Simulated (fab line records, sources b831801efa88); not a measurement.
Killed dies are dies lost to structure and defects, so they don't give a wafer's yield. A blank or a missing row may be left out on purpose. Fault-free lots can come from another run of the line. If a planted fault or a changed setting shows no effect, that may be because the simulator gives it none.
Which tool is to blame? + flow sky130 + 32 wafers from 11 lots sampled at 7 of the route's 708 steps

## WHAT THE GAUGES READ, wafer by wafer
SKY_LDD_P_OVL_MEAS_08.
| lot  | measured     | on         | LDD_P_OVL (nm) |
|------|--------------|------------|----------------|
| L873 | day 20 02:04 | overlay-02 | 1.5 2.4 1.2    |
| L874 | day 20 14:16 | overlay-01 | -1.9 -0.8 -2.6 |
| L885 | day 24 11:52 | overlay-02 | 0.9 1.9        |
| L884 | day 24 12:31 | overlay-01 | -0.9 -1.1 -0.5 |
| L886 | day 24 20:19 | overlay-01 | 2.8 0.0 1.9    |
| L887 | day 25 08:01 | overlay-02 | -1.0 -1.8 -0.6 |
| L888 | day 25 21:52 | overlay-01 | 0.9 -0.3 1.2   |
| L889 | day 26 03:40 | overlay-02 | 0.6 -1.0 1.8   |
| L890 | day 26 09:46 | overlay-01 | 1.8 1.1 0.8    |
| L891 | day 26 16:26 | overlay-02 | 2.2 1.8 5.0    |
| L893 | day 27 15:03 | overlay-02 | 0.5 0.9 -0.2   |

SKY_SD_P_TW_MEAS_11.
| lot  | measured     | on            | SD_P_TW        |
|------|--------------|---------------|----------------|
| L873 | day 26 11:28 | film_metro-04 | 2852 2841 2849 |
| L874 | day 26 22:19 | film_metro-03 | 2877 2869 2894 |
| L885 | day 30 17:55 | film_metro-04 | 2714 2839      |
| L884 | day 30 19:11 | film_metro-04 | 2720 2842 2846 |
| L886 | day 31 00:52 | film_metro-02 | 2810 2811 2811 |
| L887 | day 31 11:31 | film_metro-03 | 2867 2874 2882 |
| L888 | day 31 23:22 | film_metro-04 | 2849 2827 2843 |
| L889 | day 32 03:51 | film_metro-04 | 2824 2845 2837 |
| L890 | day 32 11:07 | film_metro-02 | 2814 2805 2806 |
| L891 | day 32 18:46 | film_metro-04 | 2833 2831 2840 |
| L893 | day 33 14:17 | film_metro-03 | 2844 2847 2851 |

SKY_SD_N_TW_MEAS_12.
| lot  | measured     | on            | SD_N_TW        |
|------|--------------|---------------|----------------|
| L873 | day 28 21:25 | film_metro-03 | 4031 4036 4019 |
| L874 | day 29 08:27 | film_metro-02 | 3958 3961 3975 |
| L885 | day 33 01:43 | film_metro-04 | 3967 3991      |
| L884 | day 33 02:26 | film_metro-04 | 3971 3995 3978 |
| L886 | day 33 07:38 | film_metro-02 | 3943 3966 3940 |
| L887 | day 33 18:07 | film_metro-02 | 3962 3963 3956 |
| L888 | day 34 04:50 | film_metro-04 | 4003 4002 4021 |
| L889 | day 34 09:24 | film_metro-04 | 4019 3976 4001 |
| L890 | day 34 16:35 | film_metro-03 | 4032 4017 4024 |
| L891 | day 34 23:50 | film_metro-04 | 4019 4014 4005 |
| L893 | day 35 19:16 | film_metro-02 | 3948 3947 3980 |

SKY_SD_N_RS_MEAS_17: measurement is done with a four-point probe.
| lot  | measured     | on            | SD_P_RS (ohm/sq)  |
|------|--------------|---------------|-------------------|
| L873 | day 28 21:49 | film_metro-04 | 146.9 146.4 147.0 |
| L874 | day 29 08:52 | film_metro-04 | 147.0 147.1 147.0 |
| L885 | day 33 02:07 | film_metro-03 | 150.5 146.6       |
| L884 | day 33 02:54 | film_metro-04 | 150.8 147.7 147.4 |
| L886 | day 33 08:02 | film_metro-03 | 147.5 147.1 146.9 |
| L887 | day 33 18:31 | film_metro-04 | 147.2 147.7 147.2 |
| L888 | day 34 05:15 | film_metro-02 | 146.6 146.7 147.0 |
| L889 | day 34 09:49 | film_metro-03 | 147.0 147.0 147.3 |
| L890 | day 34 16:59 | film_metro-04 | 147.2 147.3 147.7 |
| L891 | day 35 00:16 | film_metro-03 | 146.6 147.0 146.9 |
| L893 | day 35 19:40 | film_metro-02 | 146.9 146.7 146.6 |

## WHICH TOOL RAN EACH LOT (tool, then ch and the chambers of the sampled wafers, then the start)
| lot  | SKY_SD_P_IMPLANT_09             | SKY_SD_P_STRIP_10                    | SKY_SD_N_RTA_14                  |
|------|---------------------------------|--------------------------------------|----------------------------------|
| L873 | implanter-02 ch 0, day 26 11:13 | plasma_asher-03 ch 0,1, day 26 11:22 | rtp_anneal-01 ch 0, day 28 21:31 |
| L874 | implanter-01 ch 0, day 26 22:05 | plasma_asher-02 ch 0,1, day 26 22:13 | rtp_anneal-02 ch 0, day 29 08:34 |
| L885 | implanter-02 ch 0, day 30 17:40 | plasma_asher-03 ch 0, day 30 17:49   | rtp_anneal-02 ch 0, day 33 01:49 |
| L884 | implanter-02 ch 0, day 30 18:56 | plasma_asher-01 ch 0,1, day 30 19:05 | rtp_anneal-01 ch 0, day 33 02:33 |
| L886 | implanter-01 ch 0, day 31 00:37 | plasma_asher-02 ch 0,1, day 31 00:46 | rtp_anneal-02 ch 0, day 33 07:45 |
| L887 | implanter-01 ch 0, day 31 11:16 | plasma_asher-03 ch 0,1, day 31 11:25 | rtp_anneal-01 ch 0, day 33 18:13 |
| L888 | implanter-04 ch 0, day 31 23:07 | plasma_asher-02 ch 0,1, day 31 23:16 | rtp_anneal-02 ch 0, day 34 04:57 |
| L889 | implanter-01 ch 0, day 32 03:37 | plasma_asher-02 ch 0,1, day 32 03:44 | rtp_anneal-01 ch 0, day 34 09:31 |
| L890 | implanter-01 ch 0, day 32 10:52 | plasma_asher-02 ch 0,1, day 32 11:01 | rtp_anneal-02 ch 0, day 34 16:42 |
| L891 | implanter-04 ch 0, day 32 18:34 | plasma_asher-01 ch 0,1, day 32 18:40 | rtp_anneal-01 ch 0, day 34 23:56 |
| L893 | implanter-02 ch 0, day 33 14:02 | plasma_asher-03 ch 1, day 33 14:11   | rtp_anneal-01 ch 0, day 35 19:22 |
- SKY_SD_P_IMPLANT_09
- SKY_SD_P_STRIP_10: strips in O2/N2.
- SKY_SD_N_RTA_14: time 2 s.

## WHAT THE TOOLS THEMSELVES READ (means of the sampled wafers that have a number; where no wafer has one, the mark that the record gives instead)
SKY_SD_P_IMPLANT_09.
| lot  | tool         | end_station_pressure_torr (Torr) |
|------|--------------|----------------------------------|
| L873 | implanter-02 | 1.44e-05                         |
| L874 | implanter-01 | 1.49e-05                         |
| L885 | implanter-02 | 1.41e-05                         |
| L884 | implanter-02 | 1.39e-05                         |
| L886 | implanter-01 | 1.45e-05                         |
| L887 | implanter-01 | 1.51e-05                         |
| L888 | implanter-04 | 1.52e-05                         |
| L889 | implanter-01 | 1.51e-05                         |
| L890 | implanter-01 | 1.46e-05                         |
| L891 | implanter-04 | 1.53e-05                         |
| L893 | implanter-02 | 1.42e-05                         |

SKY_SD_P_STRIP_10.
| lot  | tool            | drypump_motor_current_A (A) | oes_product_au (a.u.) | strip_time_to_endpoint_s (s) |
|------|-----------------|-----------------------------|-----------------------|------------------------------|
| L873 | plasma_asher-03 | 6.3                         | 0.616                 | 17.50                        |
| L874 | plasma_asher-02 | 5.9                         | 0.618                 | 17.53                        |
| L885 | plasma_asher-03 | 6.5                         | 0.615                 | 17.38                        |
| L884 | plasma_asher-01 | 5.3                         | 0.617                 | 17.38                        |
| L886 | plasma_asher-02 | 6.0                         | 0.619                 | 17.49                        |
| L887 | plasma_asher-03 | 6.3                         | 0.622                 | 17.50                        |
| L888 | plasma_asher-02 | 5.9                         | 0.619                 | 17.52                        |
| L889 | plasma_asher-02 | 6.0                         | 0.616                 | 17.49                        |
| L890 | plasma_asher-02 | 6.0                         | 0.617                 | 17.52                        |
| L891 | plasma_asher-01 | 5.3                         | 0.615                 | 17.55                        |
| L893 | plasma_asher-03 | 5.9                         | 0.616                 | 17.51                        |

SKY_SD_N_RTA_14.
| lot  | tool          | lamp_power_pct (%) | ramp_down_c_per_s | wafer_temp_C_max |
|------|---------------|--------------------|-------------------|------------------|
| L873 | rtp_anneal-01 | 15.69              | 90.005            | 1078.5           |
| L874 | rtp_anneal-02 | 15.72              | 90.004            | 1078.6           |
| L885 | rtp_anneal-02 | 15.71              | 89.996            | 1078.5           |
| L884 | rtp_anneal-01 | 15.70              | 90.004            | 1078.1           |
| L886 | rtp_anneal-02 | 15.76              | 90.017            | 1077.1           |
| L887 | rtp_anneal-01 | 15.69              | 90.008            | 1078.5           |
| L888 | rtp_anneal-02 | 15.74              | 89.992            | 1077.9           |
| L889 | rtp_anneal-01 | 15.72              | 90.013            | 1078.5           |
| L890 | rtp_anneal-02 | 15.73              | 89.998            | 1077.8           |
| L891 | rtp_anneal-01 | 15.71              | 89.996            | 1077.3           |
| L893 | rtp_anneal-01 | 15.72              | 90.001            | 1077.9           |

## THE ANSWER, worked out from the rows above alone
Rule: the usual values come from the lots themselves. Put in order of their means at a reading, lots are off if they are a third of the lots or fewer, leave a main group of 4 or more, and stand apart from it by a gap of 3 or more times the standard deviation of the main group's means; of several such gaps the widest counts. A main group is skipped when, at the precision printed for the reading in the tables above, its means are all equal. A lot without any number at a reading at which 4 lots or more have one is off too. All remaining lots with rows at the step are treated as sound. The gauges are gone through in route order, then the tools' own readings, and for those a lot's mean is taken as printed above. At the first step where some lot is off, the reading lying furthest off is the one used; lots without a number count as furthest.
Off: L885, L884, at SKY_SD_N_RS_MEAS_17 (SD_P_RS). Mean 147.0 ohm/sq and standard deviation 0.24 in the main group.
If a tool, at a process step before that reading, ran all the lots that are off and no sound lot after the first of them, it fits. Not tried: the gauges at SKY_SD_N_RS_MEAS_17; whatever is off there is also off at SKY_SD_P_STRIP_10, on other tools, and gauge error can't account for it. Not one of the candidates tried fits.

## WHAT HAD BEEN PUT IN BY THE SIMULATOR
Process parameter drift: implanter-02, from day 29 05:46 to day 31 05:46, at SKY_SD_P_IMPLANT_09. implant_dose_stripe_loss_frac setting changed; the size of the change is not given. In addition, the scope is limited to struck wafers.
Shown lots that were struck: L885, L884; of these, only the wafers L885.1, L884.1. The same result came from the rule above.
